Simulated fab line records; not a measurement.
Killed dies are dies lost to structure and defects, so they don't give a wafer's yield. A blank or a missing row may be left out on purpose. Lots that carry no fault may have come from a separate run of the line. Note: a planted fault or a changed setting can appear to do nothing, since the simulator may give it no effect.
Comparing a struck lot with a sound one :: flow sky130 :: 15 out of 708 route steps
Sound: the wafers L148.3, L148.4, L148.6. The struck wafers were L138.2, L138.4, L138.6. At the end, the cause is stated.
Order at every step that has rows: each side's tool, ch and its chambers, its first start. Under that, the readings that differ: sound wafers :: struck wafers :: difference of the means :: sigmas: that difference in standard deviations of wafers without a fault.
alike: words and numbers the same on both sides, and readings whose means are apart by under 2 such deviations; not compared: readings that were withheld, readings missing a value for some wafer, numbers with overlapping values and no deviation given by the record, and bounds like >300 which may hide the same value.
Wherever a step has rows on one side only, a row that says differs or no value, or a row with sigmas, the two part there. Non-overlapping numbers with no deviation appear without sigmas and do not part them. Lack of a reading on every wafer of one side parts them only where that side has two or more wafers.

first, 1 step without rows for these wafers: SKY_POLY_CUT_DEVELOP_07 (develop time 60 s).
SKY_POLY_CUT_CD_MEAS_08 targets a cd of 270 nm.
  sound on cd sem-01 at day 29 21:33; struck on cd sem-01 at day 26 15:47
  alike: cd nm
SKY_POLY_CUT_OVL_MEAS_09:
  sound on overlay-02 at day 29 21:39; struck on overlay-01 at day 26 15:53
  alike: POLY_CUT_OVL
SKY_POLY_CUT_ETCH_10: etches BARC in N2/H2, stops on SiO2, time 45.9 s, target depth 60 nm.
  sound on rie diel-01 ch 2,3, day 29 21:40; struck on rie diel-04 ch 1,3, day 26 15:55
  alike: drypump motor current A, oes product au, throttle valve pct
  not compared: rf hours counter h
SKY_POLY_CUT_ETCH_11: etches Si3N4 in CF4/CH2F2/Ar, stops on poly-Si, time 42.5 s, target depth 60 nm.
  sound on rie diel-01 ch 2,3, day 29 21:43; struck on rie diel-04 ch 1,3, day 26 15:58
  alike: cf4 flow sccm, drypump motor current A, oes product au, throttle valve pct
  not compared: rf hours counter h
SKY_POLY_CUT_STRIP_12: strips in O2/N2.
  sound on plasma asher-03 ch 0,1, day 29 21:47; struck on plasma asher-03 ch 0,1, day 26 16:00
  alike: drypump motor current A, oes product au, strip time to endpoint s
  not compared: rf hours counter h
then, 6 steps without rows for these wafers: SKY_SD_P_DEHYDRATE_00 (time 60 s); SKY_SD_P_HMDS_01 (prime time 60 s); SKY_SD_P_COAT_02 (resist thk 1140 nm); SKY_SD_P_SOFTBAKE_03 (time 60 s); SKY_SD_P_EXPOSE_04 (exposes mask PSDM, target cd 380 nm); SKY_SD_P_PEB_05.
SKY_SD_P_DEVELOP_06: develop time 60 s.
  sound on litho track-01 ch 0, day 31 01:16; struck on litho track-03 ch 0, day 27 20:51
reading: developer temp C (C)
sound: 22.93 22.88 22.89
struck: 20.68 20.79 20.77
difference: -2.15
sigmas: -20
  alike: exhaust pa
SKY_SD_P_CD_MEAS_07 targets a cd of 380 nm.
  sound on cd sem-02 at day 31 01:25; struck on cd sem-02 at day 27 21:00
reading: cd nm (nm)
sound: 378.7 378.9 378.3
struck: 385.7 384.3 386.0
difference: +6.7
sigmas: +3
then, 1 step without rows for these wafers: SKY_PAD_OPEN_PROBE_99.

## WHERE THEY PART
At SKY_SD_P_DEVELOP_06 first; at SKY_SD_P_CD_MEAS_07 last (within this record only).

WHY: the cause the simulator had injected
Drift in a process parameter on litho track-03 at SKY_SD_P_DEVELOP_06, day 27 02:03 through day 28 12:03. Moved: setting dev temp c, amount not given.
